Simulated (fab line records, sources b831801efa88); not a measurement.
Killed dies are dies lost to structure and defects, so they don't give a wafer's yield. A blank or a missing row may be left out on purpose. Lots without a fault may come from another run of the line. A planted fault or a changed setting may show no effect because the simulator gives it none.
Which tool did it? | flow gf180mcu | 13 lots, 39 wafers sampled, at 4 steps of a route of 602

WHAT THE GAUGES READ, wafer by wafer
GF_VT_IMPLANT_TW_MEAS_10.
lot  | measured     | on            | VT_IMPLANT_TW
L998 | day 6 04:26  | film_metro-04 | 558 559 560
L100 | day 6 15:29  | film_metro-03 | 553 554 555
L103 | day 7 12:53  | film_metro-02 | 558 557 561
L104 | day 7 15:09  | film_metro-04 | 560 564 559
L105 | day 7 20:04  | film_metro-02 | 561 561 561
L109 | day 9 00:07  | film_metro-03 | 552 551 554
L110 | day 9 06:01  | film_metro-03 | 558 554 555
L111 | day 9 10:42  | film_metro-02 | 573 569 570
L112 | day 9 18:26  | film_metro-02 | 571 572 574
L113 | day 10 00:25 | film_metro-02 | 573 571 575
L114 | day 10 06:44 | film_metro-04 | 555 558 555
L118 | day 11 08:32 | film_metro-02 | 568 565 567
L119 | day 11 15:16 | film_metro-03 | 555 558 554

GF_HV_LDD_OVL_MEAS_20.
lot  | measured     | on         | HV_LDD_01_OVL (nm)
L998 | day 11 11:41 | overlay-01 | -0.6 -1.4 2.4
L100 | day 12 00:08 | overlay-02 | -1.1 1.4 -1.2
L103 | day 13 03:58 | overlay-01 | -1.5 -3.2 -1.0
L104 | day 13 04:14 | overlay-01 | 0.0 -1.9 -0.4
L105 | day 13 09:35 | overlay-02 | -1.7 -4.7 -4.3
L109 | day 14 22:46 | overlay-02 | -2.7 -1.9 -0.9
L110 | day 15 08:08 | overlay-02 | 0.1 -0.7 -0.1
L111 | day 15 11:37 | overlay-01 | -3.2 -0.5 -0.1
L112 | day 15 21:17 | overlay-01 | 1.2 -0.6 -0.7
L113 | day 16 10:47 | overlay-02 | -1.7 -1.1 -1.7
L114 | day 16 14:44 | overlay-02 | -3.2 -3.0 -3.5
L118 | day 17 21:14 | overlay-02 | -3.5 -1.4 -3.0
L119 | day 18 06:35 | overlay-02 | -2.3 -0.6 -1.4

WHICH TOOL RAN EACH LOT (tool, then ch and the chambers of the sampled wafers, then the start)
lot  | GF_VT_IMPLANT_IMPLANT_08        | GF_POLY_GATE_ETCH_12
L998 | implanter-01 ch 0, day 6 04:11  | rie_diel-03 ch 0,1,3, day 9 20:22
L100 | implanter-04 ch 0, day 6 15:14  | rie_diel-03 ch 0,1,2, day 10 08:34
L103 | implanter-02 ch 0, day 7 12:38  | rie_diel-03 ch 2,3, day 11 10:41
L104 | implanter-01 ch 0, day 7 14:56  | rie_diel-02 ch 1,2,3, day 11 11:23
L105 | implanter-02 ch 0, day 7 19:50  | rie_diel-02 ch 1,3, day 11 16:22
L109 | implanter-01 ch 0, day 8 23:53  | rie_diel-02 ch 0,1,2, day 13 02:34
L110 | implanter-04 ch 0, day 9 05:48  | rie_diel-02 ch 0,3, day 13 09:47
L111 | implanter-04 ch 0, day 9 10:27  | rie_diel-03 ch 0,1,2, day 13 14:02
L112 | implanter-04 ch 0, day 9 18:12  | rie_diel-02 ch 0,1,2, day 14 00:13
L113 | implanter-04 ch 0, day 10 00:10 | rie_diel-03 ch 0,1,2, day 14 07:50
L114 | implanter-02 ch 0, day 10 06:30 | rie_diel-02 ch 2,3, day 14 16:25
L118 | implanter-01 ch 0, day 11 08:18 | rie_diel-03 ch 0,1,3, day 15 22:17
L119 | implanter-02 ch 0, day 11 15:01 | rie_diel-01 ch 1,2,3, day 16 04:59
- GF_VT_IMPLANT_IMPLANT_08
- GF_POLY_GATE_ETCH_12: etches BARC in N2/H2.

WHAT THE TOOLS THEMSELVES READ (means of the sampled wafers that have a number; where no wafer has one, the mark that the record gives instead)
GF_VT_IMPLANT_IMPLANT_08.
lot  | tool         | beam_energy_keV
L998 | implanter-01 | 19.994
L100 | implanter-04 | 19.993
L103 | implanter-02 | 19.997
L104 | implanter-01 | 20.001
L105 | implanter-02 | 19.994
L109 | implanter-01 | 20.001
L110 | implanter-04 | 20.010
L111 | implanter-04 | 21.093
L112 | implanter-04 | 21.096
L113 | implanter-04 | 21.088
L114 | implanter-02 | 20.007
L118 | implanter-01 | 20.003
L119 | implanter-02 | 19.999

GF_POLY_GATE_ETCH_12.
lot  | tool        | drypump_motor_current_A (A) | oes_product_au (a.u.) | throttle_valve_pct (%)
L998 | rie_diel-03 | 6.0                         | 0.738                 | 13.220
L100 | rie_diel-03 | 5.8                         | 0.736                 | 13.221
L103 | rie_diel-03 | 5.6                         | 0.738                 | 13.220
L104 | rie_diel-02 | 6.4                         | 0.740                 | 13.207
L105 | rie_diel-02 | 6.3                         | 0.730                 | 13.209
L109 | rie_diel-02 | 6.3                         | 0.732                 | 13.215
L110 | rie_diel-02 | 6.4                         | 0.734                 | 13.205
L111 | rie_diel-03 | 5.8                         | 0.737                 | 13.208
L112 | rie_diel-02 | 6.3                         | 0.735                 | 13.214
L113 | rie_diel-03 | 5.8                         | 0.732                 | 13.219
L114 | rie_diel-02 | 6.6                         | 0.733                 | 13.219
L118 | rie_diel-03 | 6.0                         | 0.742                 | 13.206
L119 | rie_diel-01 | 5.8                         | 0.736                 | 13.213

THE ANSWER, worked out from the rows above alone
Rule: what is usual is taken from the lots themselves. Put in order of their means at a reading, lots are off if they are a third of the lots or fewer, leave a main group of 4 or more, and stand apart from it by a gap of 3 or more times the standard deviation of the main group's means; of several such gaps the widest counts. A main group whose means are all the same, to the digits that the tables above print for the reading, isn't used. A lot without any number at a reading at which 4 lots or more have one is off too. The other lots that the step has rows for count as sound. The gauges are gone through in route order, then the tools' own readings, and for those a lot's mean is taken as printed above. The first step at which some lot is off is used, and at that step the reading that is off furthest; a lot without a number counts as furthest.
Off: L111, L112, L113, at GF_VT_IMPLANT_IMPLANT_08 (beam_energy_keV). The main group: mean 20.000, standard deviation 0.0054.
A tool fits if, at that step or a process step before it, it ran every lot that is off, and no sound lot after the first of them. One fits: implanter-04 at GF_VT_IMPLANT_IMPLANT_08. Its last sound lot is L110 (day 9 05:48), its first lot that is off L111 (day 9 10:27): a fault that began between those two fits.
The tool's own readings at GF_VT_IMPLANT_IMPLANT_08 bear it out: on the lots that are off they differ by more than 5 times the standard deviation of the sound lots' means. beam_energy_keV reads 21.092 there against 20.000 on the sound lots.

WHAT THE SIMULATOR HAD PUT IN
Process parameter drift: implanter-04, from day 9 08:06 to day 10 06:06, at GF_VT_IMPLANT_IMPLANT_08. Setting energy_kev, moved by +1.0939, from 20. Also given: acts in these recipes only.
Lots struck among those shown: L111, L112, L113. The rule above found the same.
